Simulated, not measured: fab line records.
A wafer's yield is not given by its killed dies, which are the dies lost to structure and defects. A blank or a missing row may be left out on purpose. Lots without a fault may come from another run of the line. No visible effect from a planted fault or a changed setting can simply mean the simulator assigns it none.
Matching of chambers | flow sky130 | 4 sister chambers for SKY_VIA2_CMP_02 on cmp-02
The step polishes SiO2. 33 wafers are shown with their chamber, then 12 later ones without.

WAFERS, EACH WITH ITS CHAMBER
wafer  | chamber | motorCurrentA (A)
L076.2 | 3       | 14.6
L076.4 | 2       | 14.4
L076.5 | 3       | 14.0
L079.2 | 2       | 15.7
L079.4 | 3       | 13.8
L079.5 | 3       | 13.6
L078.2 | 2       | 15.3
L078.3 | 3       | 13.6
L078.5 | 0       | 12.0
L080.3 | 3       | 14.4
L080.4 | 2       | 15.1
L080.5 | 3       | 13.8
L081.1 | 2       | 15.7
L081.2 | 1       | 10.3
L081.5 | 2       | 15.4
L081.3 | 0       | 11.8
L081.4 | 3       | 13.3
L081.6 | 3       | 13.9
L083.1 | 0       | 11.9
L083.5 | 2       | 15.5
L083.6 | 1       | 10.6
L084.1 | 0       | 11.0
L084.3 | 2       | 15.2
L084.5 | 1       | 10.6
L086.1 | 0       | 11.8
L086.3 | 3       | 13.4
L086.5 | 3       | 14.0
L089.2 | 1       | 10.3
L089.5 | 1       | 10.0
L089.6 | 0       | 11.8
L090.1 | 2       | 14.9
L090.4 | 0       | 12.1
L090.5 | 1       | 10.6

SIGNATURES (averages over the wafers above)
reading       | chamber 0 | chamber 1 | chamber 2 | chamber 3 | scatter within a chamber
motorCurrentA | 11.771    | 10.400    | 15.244    | 13.855    | 0.371
Rule: a wafer's distance from a chamber is the root of the sum, over the readings, of the square of ((its reading less the chamber's mean) divided by the reading's scatter). If the next closest chamber is less than 2 further off than the closest, the wafer can't be placed; otherwise it belongs to the closest. The scatter is the square root of a quotient: the sum, over the shown wafers, of each reading's squared deviation from its chamber's mean, divided by wafers minus chambers.

WAFERS WITHOUT THEIR CHAMBER
wafer  | motorCurrentA (A)
L091.2 | 10.9
L091.4 | 11.7
L091.6 | 15.3
L094.2 | 11.8
L094.3 | 10.6
L094.5 | 12.0
L093.1 | 10.5
L093.2 | 15.6
L093.6 | 10.3
L097.2 | 13.9
L097.3 | 15.6
L097.4 | 10.2

CHAMBER TAKEN BY EACH
wafer  | from the rows above     | in truth
L091.2 | can't be placed: 1 or 0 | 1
L091.4 | 0                       | 0
L091.6 | 2                       | 2
L094.2 | 0                       | 0
L094.3 | 1                       | 1
L094.5 | 0                       | 0
L093.1 | 1                       | 1
L093.2 | 2                       | 2
L093.6 | 1                       | 1
L097.2 | 3                       | 3
L097.3 | 2                       | 2
L097.4 | 1                       | 1
Placed correctly: 11 of 12. Cannot be placed on the basis of these rows: 1; the candidates contain the true chamber in 1. Wrongly placed: 0.
